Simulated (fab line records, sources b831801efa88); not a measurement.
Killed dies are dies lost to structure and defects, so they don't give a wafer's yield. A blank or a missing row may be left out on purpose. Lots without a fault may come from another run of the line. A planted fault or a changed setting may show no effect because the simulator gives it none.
Which tool did it? | flow sfq_line | 15 lots, 41 wafers sampled, at 2 steps of a route of 325

WHAT THE GAUGES READ, wafer by wafer
SFQ_I6_BOW_MEAS_941.
lot  | measured     | on            | I6_BOW (um)
L426 | day 72 12:57 | film_metro-02 | -7 -4 -3
L427 | day 74 21:38 | film_metro-02 | 5 2 -3
L428 | day 75 00:05 | film_metro-01 | 3 7 17
L429 | day 75 07:22 | film_metro-02 | -3 4 -3
L430 | day 75 10:23 | film_metro-04 | 14 22 25
L431 | day 75 13:22 | film_metro-01 | 15 30 29
L433 | day 75 18:32 | film_metro-04 | 7 -3 5
L437 | day 78 08:58 | film_metro-01 | 19 17 - -
L438 | day 78 11:59 | film_metro-04 | 7 1 - -
L439 | day 78 14:56 | film_metro-02 | 11 -3 - -
L440 | day 78 17:56 | film_metro-04 | 25 25
L444 | day 79 04:49 | film_metro-01 | 11 22 13
L446 | day 83 00:05 | film_metro-01 | 11 3 13
L447 | day 83 03:17 | film_metro-01 | 3 -1 -5
L448 | day 83 07:22 | film_metro-04 | -10 -19 -14

WHICH TOOL RAN EACH LOT (tool, then ch and the chambers of the sampled wafers, then the start)
lot  | SFQ_TRILAYER_I6_CMP_CMP_166
L426 | cmp-01 ch 1,2,3, day 72 11:27
L427 | cmp-02 ch 0,2,3, day 74 18:38
L428 | cmp-01 ch 0,1,2, day 74 21:02
L429 | cmp-02 ch 1,2,3, day 75 04:22
L430 | cmp-02 ch 0,1,3, day 75 07:52
L431 | cmp-02 ch 0,2,3, day 75 10:22
L433 | cmp-01 ch 0,2,3, day 75 16:01
L437 | cmp-02 ch 0,2, day 78 05:56
L438 | cmp-02 ch 1,2, day 78 10:26
L439 | cmp-02 ch 0,3, day 78 11:56
L440 | cmp-02 ch 1,3, day 78 16:26
L444 | cmp-01 ch 1,2,3, day 79 02:49
L446 | cmp-02 ch 1,3, day 82 21:04
L447 | cmp-02 ch 0,2, day 83 00:16
L448 | cmp-02 ch 0,2,3, day 83 04:22
- SFQ_TRILAYER_I6_CMP_CMP_166: polishes SiO2.

WHAT THE TOOLS THEMSELVES READ (means of the sampled wafers that have a number; where no wafer has one, the mark that the record gives instead)
SFQ_TRILAYER_I6_CMP_CMP_166.
lot  | tool   | motor_current_A (A) | platen_rpm (rpm) | time_to_endpoint_s (s)
L426 | cmp-01 | 9.9                 | 59.98            | 214
L427 | cmp-02 | 10.4                | 60.03            | 194
L428 | cmp-01 | 10.3                | 60.01            | 208
L429 | cmp-02 | 9.5                 | 60.00            | 200
L430 | cmp-02 | 10.3                | 59.99            | 194
L431 | cmp-02 | 10.3                | 59.99            | 209
L433 | cmp-01 | 10.7                | 60.05            | 210
L437 | cmp-02 | 9.9                 | 60.05            | 182
L438 | cmp-02 | 9.1                 | 60.01            | 188
L439 | cmp-02 | 10.8                | 60.00            | 185
L440 | cmp-02 | 10.1                | 59.98            | 191
L444 | cmp-01 | 10.0                | 60.00            | 200
L446 | cmp-02 | 9.9                 | 60.03            | 194
L447 | cmp-02 | 10.6                | 60.02            | 197
L448 | cmp-02 | 10.0                | 60.03            | 199

THE ANSWER, worked out from the rows above alone
Rule: what is usual is taken from the lots themselves. Put in order of their means at a reading, lots are off if they are a third of the lots or fewer, leave a main group of 4 or more, and stand apart from it by a gap of 3 or more times the standard deviation of the main group's means; of several such gaps the widest counts. A main group whose means are all the same, to the digits that the tables above print for the reading, isn't used. A lot without any number at a reading at which 4 lots or more have one is off too. The other lots that the step has rows for count as sound. The gauges are gone through in route order, then the tools' own readings, and for those a lot's mean is taken as printed above. The first step at which some lot is off is used, and at that step the reading that is off furthest; a lot without a number counts as furthest.
No lot is off at any reading shown: from this, nothing can be told.

WHAT THE SIMULATOR HAD PUT IN
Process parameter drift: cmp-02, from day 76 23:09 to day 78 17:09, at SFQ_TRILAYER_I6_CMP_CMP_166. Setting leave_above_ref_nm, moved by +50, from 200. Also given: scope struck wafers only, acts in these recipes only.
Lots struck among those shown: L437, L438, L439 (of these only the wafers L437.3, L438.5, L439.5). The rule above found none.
